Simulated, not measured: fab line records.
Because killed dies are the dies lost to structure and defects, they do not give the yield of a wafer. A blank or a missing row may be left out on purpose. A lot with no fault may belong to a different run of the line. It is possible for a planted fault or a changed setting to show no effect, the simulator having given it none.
Which of the tools did it? || flow sky130 || 18 wafers from 6 lots sampled at 2 of the route's 708 steps

== WHAT EACH GAUGE READ, for each wafer ==
SKY_VT_ADJUST_LVTN_OVL_MEAS_07.
{"lot": "L953", "measured": "day 8 00:05", "on": "overlay-01", "VT_ADJUST_LVTN_OVL (nm)": "1.3 1.1 -0.1"}
{"lot": "L961", "measured": "day 9 20:53", "on": "overlay-02", "VT_ADJUST_LVTN_OVL (nm)": "- - -"}
{"lot": "L963", "measured": "day 10 09:04", "on": "overlay-02", "VT_ADJUST_LVTN_OVL (nm)": "- - -"}
{"lot": "L966", "measured": "day 11 08:34", "on": "overlay-02", "VT_ADJUST_LVTN_OVL (nm)": "0.3 0.7 0.4"}
{"lot": "L970", "measured": "day 12 08:31", "on": "overlay-01", "VT_ADJUST_LVTN_OVL (nm)": "-0.8 -2.7 -2.0"}
{"lot": "L973", "measured": "day 13 07:22", "on": "overlay-02", "VT_ADJUST_LVTN_OVL (nm)": "-0.6 -1.6 1.7"}

== WHAT TOOL EACH LOT RAN ON (gives the tool, then ch and the chambers of the sampled wafers, and finally the start) ==
{"lot": "L953", "SKY_VT_ADJUST_LVTN_COAT_02": "litho track-04 ch 0, day 7 13:55"}
{"lot": "L961", "SKY_VT_ADJUST_LVTN_COAT_02": "litho track-04, day 9 10:28"}
{"lot": "L963", "SKY_VT_ADJUST_LVTN_COAT_02": "litho track-01, day 9 21:50"}
{"lot": "L966", "SKY_VT_ADJUST_LVTN_COAT_02": "litho track-01 ch 0, day 10 20:29"}
{"lot": "L970", "SKY_VT_ADJUST_LVTN_COAT_02": "litho track-03 ch 0, day 11 19:08"}
{"lot": "L973", "SKY_VT_ADJUST_LVTN_COAT_02": "litho track-01 ch 0, day 12 18:39"}
- SKY_VT_ADJUST_LVTN_COAT_02: resist thk 3000 nm.

== THE ANSWER, worked out from the rows above alone ==
Rule: the usual values come from the lots themselves. The widest of any qualifying gaps counts: lots, ordered by their means at a reading, are off when they make up no more than a third of the lots, leave a main group of 4 or more, and stand apart from it by 3 or more times the standard deviation of that group's means. Not used: any main group whose means are identical at the precision the tables above print for the reading. Also off: a lot with no number at a reading for which 4 or more lots have one. The other lots that the step has rows for count as sound.
Off: L961, L963, at SKY_VT_ADJUST_LVTN_OVL_MEAS_07 (VT_ADJUST_LVTN_OVL). Without a number there: L961, L963. Mean -0.2 nm and standard deviation 1 in the main group.
If a tool, at a process step before that reading, ran all the lots that are off and no sound lot after the first of them, it fits. The gauges at SKY_VT_ADJUST_LVTN_OVL_MEAS_07 are tried like those tools. Not one of the candidates tried fits.

== WHAT HAD BEEN PUT IN BY THE SIMULATOR ==
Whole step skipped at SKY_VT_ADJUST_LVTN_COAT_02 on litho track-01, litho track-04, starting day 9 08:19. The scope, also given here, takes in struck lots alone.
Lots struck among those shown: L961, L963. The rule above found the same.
